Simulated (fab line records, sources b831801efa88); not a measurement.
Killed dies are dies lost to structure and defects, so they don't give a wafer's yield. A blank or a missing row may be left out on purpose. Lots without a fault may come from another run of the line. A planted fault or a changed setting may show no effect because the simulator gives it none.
A struck lot beside a sound one | flow gf180mcu | 19 steps out of a route of 602
Sound: wafers L882.2, L882.3, L882.6. Struck: wafer L901.5. The cause comes at the end.
At each step with rows: each side's tool, then ch and its chambers, then its first start. Under that, the readings that differ: sound wafers | struck wafers | difference of the means | sigmas: that difference in standard deviations of wafers without a fault.
alike: readings whose means differ by less than 2 such deviations, and words and numbers that are the same on both sides. not compared: withheld readings, readings that some wafer has no value for, bounds like >300 that may hide the same value, and numbers for which the record gives no deviation and whose values overlap.
The two part at a step that has a row with sigmas, a row that says differs or no value, or rows on one side only. Numbers that don't overlap but have no deviation are shown without sigmas and don't part them. A reading that every wafer of one side lacks parts them only if that side has two wafers or more.

GF_V2_ETCH_17: etches SiO2 in C4F8/O2/Ar, stops on TiN, target depth 630 nm.
  sound on rie_diel-04 ch 1,2,3; struck on rie_diel-02 ch 1
  reading               | sound             | struck | difference | sigmas
  oes_product_au (a.u.) | 0.862 0.860 0.859 | 0.849  | -0.011     | -3
GF_V2_STRIP_18: strips in O2/N2.
  sound on plasma_asher-04 ch 0,1, day 20 17:40; struck on plasma_asher-01 ch 1, day 26 23:04
  alike: drypump_motor_current_A, heater_power_w, oes_product_au, platen_temp_c
  not compared: rf_hours_counter_h
then, 3 steps without rows for these wafers: GF_V2_STRIP_19 (strips in post etch residue remover, time 1200 s); GF_V2_CLEAN_20 (cleans in DIW); GF_V2_SPUTTER_21 (material Ti, target thk 15 nm, time 80.02 s).
GF_V2_SPUTTER_22: material TiN, target thk 10 nm, time 40 s.
  sound on pvd_sputter-03, day 20 18:15; struck on pvd_sputter-04, day 26 23:39
  alike: throttle_valve_pct
then, 1 step without rows for these wafers: GF_V2_CVD_23 (deposits W, target thk 350 nm, time 104.94 s).
GF_V2_RS_MEAS_24: measures by four-point-probe.
  sound on film_metro-01, day 20 18:25; struck on film_metro-04, day 26 23:52
  reading          | sound             | struck | difference | sigmas
  V2_W_RS (ohm/sq) | 0.327 0.321 0.325 | 0.331  | +0.007     | +2
GF_V2_THK_MEAS_25: measures by xrf.
  sound on film_metro-01, day 20 18:32; struck on film_metro-04, day 26 23:56
  alike: V2_W_THK
then, 3 steps without rows for these wafers: GF_V2_CMP_26 (polishes, stops on SiO2, t overpolish 15 s, target thk 0 nm); GF_M3_SPUTTER_00 (material Ti, target thk 37.5 nm, time 150 s); GF_M3_SPUTTER_01 (material TiN, target thk 30 nm, time 25 s).
GF_M3_SPUTTER_02: material AlCu, target thk 450 nm, time 23.9 s.
  sound on pvd_sputter-02, day 20 19:01; struck on pvd_sputter-04, day 27 01:22
  reading                                 | sound             | struck | difference | sigmas
  model.AlCu_of_M3_SPUTTER_02.thk_nm (nm) | 444.3 448.1 444.2 | 623.3  | +177.8     |
  alike: throttle_valve_pct
GF_M3_SPUTTER_03: material Ti, target thk 10 nm, time 6.7 s.
  sound on pvd_sputter-02, day 20 19:02; struck on pvd_sputter-04, day 27 01:23
  alike: throttle_valve_pct
GF_M3_SPUTTER_04: material TiN, target thk 50 nm, time 41.7 s.
  sound on pvd_sputter-02, day 20 19:04; struck on pvd_sputter-04, day 27 01:25
  alike: throttle_valve_pct
GF_M3_RS_MEAS_05: measures by four-point-probe.
  sound on film_metro-03, day 20 19:07; struck on film_metro-04, day 27 01:54
  reading             | sound                | struck | difference | sigmas
  M3_ALCU_RS (ohm/sq) | 0.0703 0.0697 0.0703 | 0.0500 | -0.0201    | -25
  not compared: hold
GF_M3_THK_MEAS_06: measures by xrf.
  sound on film_metro-03, day 20 19:14; struck on film_metro-04, day 27 04:10
  reading          | sound       | struck                   | difference                   | sigmas
  hold             | - - -       | await_dispo/2.2h/release | no value on the sound wafers |
  M3_ALCU_THK (nm) | 447 450 445 | 620                      | +173                         | +26
then, 1 step without rows for these wafers: GF_M3_DEHYDRATE_07 (time 60 s).
-- the record jumps here: 7 days lie between the struck wafers' starts before and after (it left off in module M3 and takes up again in module PASSIVATION, whose first step shown is number 602 of the route) --
GF_PASSIVATION_PROBE_99:
  the record has rows for the struck wafers here (prober-02, day 34 05:34) and none for the sound ones

WHERE THEY PART
First at GF_V2_ETCH_17; last, within this record, at GF_PASSIVATION_PROBE_99.

WHY: what the simulator had put in
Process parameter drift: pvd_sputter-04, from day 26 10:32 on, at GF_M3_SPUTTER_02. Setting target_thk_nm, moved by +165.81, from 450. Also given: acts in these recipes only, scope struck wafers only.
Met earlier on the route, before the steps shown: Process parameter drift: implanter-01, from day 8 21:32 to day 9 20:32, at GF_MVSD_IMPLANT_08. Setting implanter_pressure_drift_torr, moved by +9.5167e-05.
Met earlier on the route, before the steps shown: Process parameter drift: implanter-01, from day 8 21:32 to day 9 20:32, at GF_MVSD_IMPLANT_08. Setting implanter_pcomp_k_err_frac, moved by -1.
